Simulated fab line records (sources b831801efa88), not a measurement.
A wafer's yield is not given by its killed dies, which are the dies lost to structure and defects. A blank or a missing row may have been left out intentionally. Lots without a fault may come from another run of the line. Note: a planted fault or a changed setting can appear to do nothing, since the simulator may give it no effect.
Matching of chambers + flow sky130 + SKY_LI_CONTACT_CMP_24 on cmp-01 has 4 sister chambers
The step polishes, stops on PSG, t overpolish 20 s, target thk 0 nm. 8 wafers are shown with their chamber, then 9 later ones without.

== WAFERS WITH THEIR CHAMBER ==
| wafer  | chamber | motor current A (A) | time to endpoint s (s) |
|--------|---------|---------------------|------------------------|
| L080.4 | 1       | 11.6                | 105                    |
| L082.2 | 3       | 10.8                | 101                    |
| L085.1 | 0       | 12.6                | 97                     |
| L085.5 | 0       | 12.9                | 95                     |
| L085.6 | 3       | 11.0                | 104                    |
| L087.1 | 1       | 12.3                | 102                    |
| L087.4 | 2       | 10.3                | 97                     |
| L087.6 | 2       | 11.0                | 100                    |

== WAFERS MISSING THEIR CHAMBER ==
| wafer  | motor current A (A) | time to endpoint s (s) |
|--------|---------------------|------------------------|
| L087.2 | 12.5                | 94                     |
| L087.3 | 10.6                | 98                     |
| L087.5 | 11.1                | 98                     |
| L091.1 | 11.7                | 97                     |
| L091.3 | 11.0                | 100                    |
| L091.6 | 11.9                | 99                     |
| L093.2 | 12.7                | 94                     |
| L093.4 | 11.0                | 100                    |
| L093.6 | 10.8                | 104                    |

== WHICH CHAMBER EACH ONE RAN IN ==
| wafer  | from the rows above               | in truth                   |
|--------|-----------------------------------|----------------------------|
| L087.2 | 0                                 | 0                          |
| L087.3 | 2                                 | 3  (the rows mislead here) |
| L087.5 | can't be placed: 2 or 3           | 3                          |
| L091.1 | can't be placed: 0 or 2 or 1 or 3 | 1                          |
| L091.3 | can't be placed: 2 or 3 or 1      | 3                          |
| L091.6 | can't be placed: 1 or 0 or 3 or 2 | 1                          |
| L093.2 | 0                                 | 0                          |
| L093.4 | can't be placed: 2 or 3 or 1      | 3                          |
| L093.6 | 3                                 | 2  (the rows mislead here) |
Correct placement for 2 of the 9. Can't be placed from these rows: 5 (the true chamber is among the candidates in 5). Number placed wrongly: 2.
How it was worked out, from the rows above alone: a wafer's distance from a chamber is the root of the sum, over the readings, of the square of ((its reading less the chamber's mean) divided by the reading's scatter). The wafer belongs to the nearest chamber; if the next one is less than 2 further off, it can't be placed. For every chamber, the mean is computed from those of its wafers that are shown. The scatter: the root of (the sum of the squares of (reading less its chamber's mean) over the shown wafers, divided by (wafers less chambers)).
